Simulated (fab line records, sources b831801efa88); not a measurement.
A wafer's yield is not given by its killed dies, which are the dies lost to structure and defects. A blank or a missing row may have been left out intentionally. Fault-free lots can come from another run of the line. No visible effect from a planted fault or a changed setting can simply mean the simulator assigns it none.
Matching of chambers || flow sky130 || SKY_VIA1_ETCH_14 on rieDiel-02 has 4 sister chambers
The step etches BARC in N2/H2, stops on SiO2, time 45.9 s, target depth 60 nm. 24 wafers are shown with their chamber, then 12 later ones without.

## WAFERS, EACH WITH ITS CHAMBER
{"wafer": "L075.1", "chamber": 1, "drypumpMotorCurrentA (A)": 6.5, "throttleValvePct (%)": 13.211, "oesProductAu (a.u.)": 0.851}
{"wafer": "L075.2", "chamber": 3, "drypumpMotorCurrentA (A)": 5.7, "throttleValvePct (%)": 13.236, "oesProductAu (a.u.)": 0.856}
{"wafer": "L075.3", "chamber": 2, "drypumpMotorCurrentA (A)": 5.3, "throttleValvePct (%)": 13.229, "oesProductAu (a.u.)": 0.851}
{"wafer": "L075.4", "chamber": 0, "drypumpMotorCurrentA (A)": 5.8, "throttleValvePct (%)": 13.244, "oesProductAu (a.u.)": 0.856}
{"wafer": "L075.5", "chamber": 3, "drypumpMotorCurrentA (A)": 5.7, "throttleValvePct (%)": 13.225, "oesProductAu (a.u.)": 0.852}
{"wafer": "L075.6", "chamber": 2, "drypumpMotorCurrentA (A)": 5.3, "throttleValvePct (%)": 13.240, "oesProductAu (a.u.)": 0.846}
{"wafer": "L076.1", "chamber": 1, "drypumpMotorCurrentA (A)": 6.5, "throttleValvePct (%)": 13.222, "oesProductAu (a.u.)": 0.853}
{"wafer": "L076.4", "chamber": 2, "drypumpMotorCurrentA (A)": 5.4, "throttleValvePct (%)": 13.226, "oesProductAu (a.u.)": 0.852}
{"wafer": "L076.5", "chamber": 1, "drypumpMotorCurrentA (A)": 6.5, "throttleValvePct (%)": 13.228, "oesProductAu (a.u.)": 0.848}
{"wafer": "L080.3", "chamber": 1, "drypumpMotorCurrentA (A)": 6.5, "throttleValvePct (%)": 13.234, "oesProductAu (a.u.)": 0.866}
{"wafer": "L080.5", "chamber": 0, "drypumpMotorCurrentA (A)": 5.8, "throttleValvePct (%)": 13.224, "oesProductAu (a.u.)": 0.858}
{"wafer": "L080.6", "chamber": 3, "drypumpMotorCurrentA (A)": 5.7, "throttleValvePct (%)": 13.217, "oesProductAu (a.u.)": 0.849}
{"wafer": "L081.4", "chamber": 0, "drypumpMotorCurrentA (A)": 5.8, "throttleValvePct (%)": 13.238, "oesProductAu (a.u.)": 0.855}
{"wafer": "L081.5", "chamber": 3, "drypumpMotorCurrentA (A)": 5.7, "throttleValvePct (%)": 13.236, "oesProductAu (a.u.)": 0.856}
{"wafer": "L081.6", "chamber": 2, "drypumpMotorCurrentA (A)": 5.3, "throttleValvePct (%)": 13.218, "oesProductAu (a.u.)": 0.863}
{"wafer": "L084.1", "chamber": 2, "drypumpMotorCurrentA (A)": 5.4, "throttleValvePct (%)": 13.239, "oesProductAu (a.u.)": 0.854}
{"wafer": "L084.2", "chamber": 1, "drypumpMotorCurrentA (A)": 6.5, "throttleValvePct (%)": 13.232, "oesProductAu (a.u.)": 0.854}
{"wafer": "L084.4", "chamber": 3, "drypumpMotorCurrentA (A)": 5.7, "throttleValvePct (%)": 13.227, "oesProductAu (a.u.)": 0.857}
{"wafer": "L087.3", "chamber": 3, "drypumpMotorCurrentA (A)": 5.7, "throttleValvePct (%)": 13.231, "oesProductAu (a.u.)": 0.867}
{"wafer": "L087.4", "chamber": 2, "drypumpMotorCurrentA (A)": 5.3, "throttleValvePct (%)": 13.224, "oesProductAu (a.u.)": 0.857}
{"wafer": "L087.6", "chamber": 0, "drypumpMotorCurrentA (A)": 5.8, "throttleValvePct (%)": 13.239, "oesProductAu (a.u.)": 0.849}
{"wafer": "L088.2", "chamber": 1, "drypumpMotorCurrentA (A)": 6.5, "throttleValvePct (%)": 13.229, "oesProductAu (a.u.)": 0.858}
{"wafer": "L088.3", "chamber": 3, "drypumpMotorCurrentA (A)": 5.7, "throttleValvePct (%)": 13.235, "oesProductAu (a.u.)": 0.854}
{"wafer": "L088.6", "chamber": 1, "drypumpMotorCurrentA (A)": 6.5, "throttleValvePct (%)": 13.230, "oesProductAu (a.u.)": 0.858}

SIGNATURES, as means of the wafers listed above
{"reading": "drypumpMotorCurrentA", "chamber 0": 5.800, "chamber 1": 6.500, "chamber 2": 5.333, "chamber 3": 5.700, "scatter within a chamber": 0.0258}
{"reading": "throttleValvePct", "chamber 0": 13.23625, "chamber 1": 13.22657, "chamber 2": 13.22933, "chamber 3": 13.22957, "scatter within a chamber": 0.00795}
{"reading": "oesProductAu", "chamber 0": 0.85450, "chamber 1": 0.85543, "chamber 2": 0.85383, "chamber 3": 0.85586, "scatter within a chamber": 0.00552}
Rule: a wafer's distance from a chamber is the root of the sum, over the readings, of the square of ((its reading less the chamber's mean) divided by the reading's scatter). The wafer belongs to the nearest chamber; if the next one is less than 2 further off, it can't be placed. The scatter is the square root of a quotient: the sum, over the shown wafers, of each reading's squared deviation from its chamber's mean, divided by wafers minus chambers.

## WAFERS WITHOUT THEIR CHAMBER
{"wafer": "L090.1", "drypumpMotorCurrentA (A)": 5.8, "throttleValvePct (%)": 13.229, "oesProductAu (a.u.)": 0.859}
{"wafer": "L090.2", "drypumpMotorCurrentA (A)": 6.5, "throttleValvePct (%)": 13.211, "oesProductAu (a.u.)": 0.846}
{"wafer": "L090.6", "drypumpMotorCurrentA (A)": 5.8, "throttleValvePct (%)": 13.218, "oesProductAu (a.u.)": 0.861}
{"wafer": "L092.1", "drypumpMotorCurrentA (A)": 5.7, "throttleValvePct (%)": 13.219, "oesProductAu (a.u.)": 0.859}
{"wafer": "L092.4", "drypumpMotorCurrentA (A)": 6.5, "throttleValvePct (%)": 13.226, "oesProductAu (a.u.)": 0.855}
{"wafer": "L092.6", "drypumpMotorCurrentA (A)": 6.5, "throttleValvePct (%)": 13.223, "oesProductAu (a.u.)": 0.849}
{"wafer": "L096.1", "drypumpMotorCurrentA (A)": 5.8, "throttleValvePct (%)": 13.213, "oesProductAu (a.u.)": 0.850}
{"wafer": "L096.3", "drypumpMotorCurrentA (A)": 5.3, "throttleValvePct (%)": 13.230, "oesProductAu (a.u.)": 0.856}
{"wafer": "L096.4", "drypumpMotorCurrentA (A)": 5.7, "throttleValvePct (%)": 13.220, "oesProductAu (a.u.)": 0.853}
{"wafer": "L097.2", "drypumpMotorCurrentA (A)": 5.7, "throttleValvePct (%)": 13.217, "oesProductAu (a.u.)": 0.852}
{"wafer": "L097.3", "drypumpMotorCurrentA (A)": 5.8, "throttleValvePct (%)": 13.231, "oesProductAu (a.u.)": 0.860}
{"wafer": "L097.6", "drypumpMotorCurrentA (A)": 5.3, "throttleValvePct (%)": 13.222, "oesProductAu (a.u.)": 0.856}

## WHICH CHAMBER EACH WENT THROUGH
{"wafer": "L090.1", "from the rows above": 0, "in truth": 0}
{"wafer": "L090.2", "from the rows above": 1, "in truth": 1}
{"wafer": "L090.6", "from the rows above": "can't be placed: 0 or 3", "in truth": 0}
{"wafer": "L092.1", "from the rows above": 3, "in truth": 3}
{"wafer": "L092.4", "from the rows above": 1, "in truth": 1}
{"wafer": "L092.6", "from the rows above": 1, "in truth": 1}
{"wafer": "L096.1", "from the rows above": "can't be placed: 0 or 3", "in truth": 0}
{"wafer": "L096.3", "from the rows above": 2, "in truth": 2}
{"wafer": "L096.4", "from the rows above": 3, "in truth": 3}
{"wafer": "L097.2", "from the rows above": 3, "in truth": 3}
{"wafer": "L097.3", "from the rows above": 0, "in truth": 0}
{"wafer": "L097.6", "from the rows above": 2, "in truth": 2}
Correct placement for 10 of the 12. Not placeable from these rows: 2 (in 2, the candidates include the true chamber). 0 placed wrongly.
